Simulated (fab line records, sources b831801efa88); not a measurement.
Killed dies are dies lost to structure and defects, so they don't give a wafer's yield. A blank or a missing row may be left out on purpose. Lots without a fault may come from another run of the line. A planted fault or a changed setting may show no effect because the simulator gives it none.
One fault seen from 2 desks | flow sky130 | each desk has only its own numbers; what lay behind them comes last

THE METROLOGY DESK
What the gauges read, lot by lot, whatever tool the lot ran on: means of the sampled wafers that have a number. A lot is out of limits, marked OUT, if its mean lies more than 4 standard deviations from the usual mean; the brackets give that distance.
Columns: A = VIA3_W_THK at SKY_VIA3_THK_MEAS_23, usual 401 nm
lot  | first seen here | A
L479 | day 39 17:44    | 395
L480 | day 39 23:40    | 396
L487 | day 42 17:02    | 400
L492 | day 43 14:43    | 400
L493 | day 44 01:58    | 402
L496 | day 45 02:37    | 411
L495 | day 45 05:07    | 407
L497 | day 45 06:00    | 410
L499 | day 45 09:52    | 393
L501 | day 45 22:55    | 403
L500 | day 46 00:02    | 400
This desk's finding: nothing out of limits on any of the 11 lots.

THE TOOL OWNER'S DESK: rie_metal-03
The tool's own readings at SKY_CAP2M_METAL_ETCH_13 (etches TiN in Cl2/BCl3, stops on SiO2, target depth 220 nm, time 62.9 s): means of the sampled wafers that have a number, for each lot that ran on this tool. A lot is out of limits, marked OUT, if its mean lies more than 4 standard deviations from the usual mean; the brackets give that distance.
Columns: A = drypump_motor_current_A at SKY_CAP2M_METAL_ETCH_13, usual 5.6 A; B = oes_product_au at SKY_CAP2M_METAL_ETCH_13, usual 0.937 a.u.; C = run_length_s at SKY_CAP2M_METAL_ETCH_13, usual 91.5 s; D = throttle_valve_pct at SKY_CAP2M_METAL_ETCH_13, usual 21.904 %
lot  | first seen here | A   | B                | C               | D
L480 | day 41 01:02    | 5.7 | 0.934            | 91.0            | 21.904
L487 | day 43 16:28    | 5.6 | 0.980 (+5.2) OUT | 87.8 (-4.7) OUT | 21.873
L492 | day 44 13:14    | 5.6 | 0.990 (+6.4) OUT | 88.0 (-4.5) OUT | 21.872
L500 | day 46 21:25    | 5.6 | 0.933            | 91.6            | 21.909
This desk's finding: out of limits on L487, L492; first on L487, day 43 16:28 (oes_product_au at SKY_CAP2M_METAL_ETCH_13). In limits: L480, L500.

PUT TOGETHER
The tool owner's desk could have raised an alarm at day 43 16:28, on L487, L492.
The metrology desk saw nothing out of limits.
The metrology desk has L487, L492 on record, within its limits.
Of the lots named, all ran SKY_CAP2M_METAL_ETCH_13 on rie_metal-03.

WHAT THE SIMULATOR HAD PUT IN
Process parameter drift: rie_metal-03, from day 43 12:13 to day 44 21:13, at SKY_CAP2M_METAL_ETCH_13. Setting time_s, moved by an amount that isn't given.
Lots struck among those shown: L487, L492.
Hours from the fault's start to each desk's first reading out of limits: the tool owner's desk, 4.
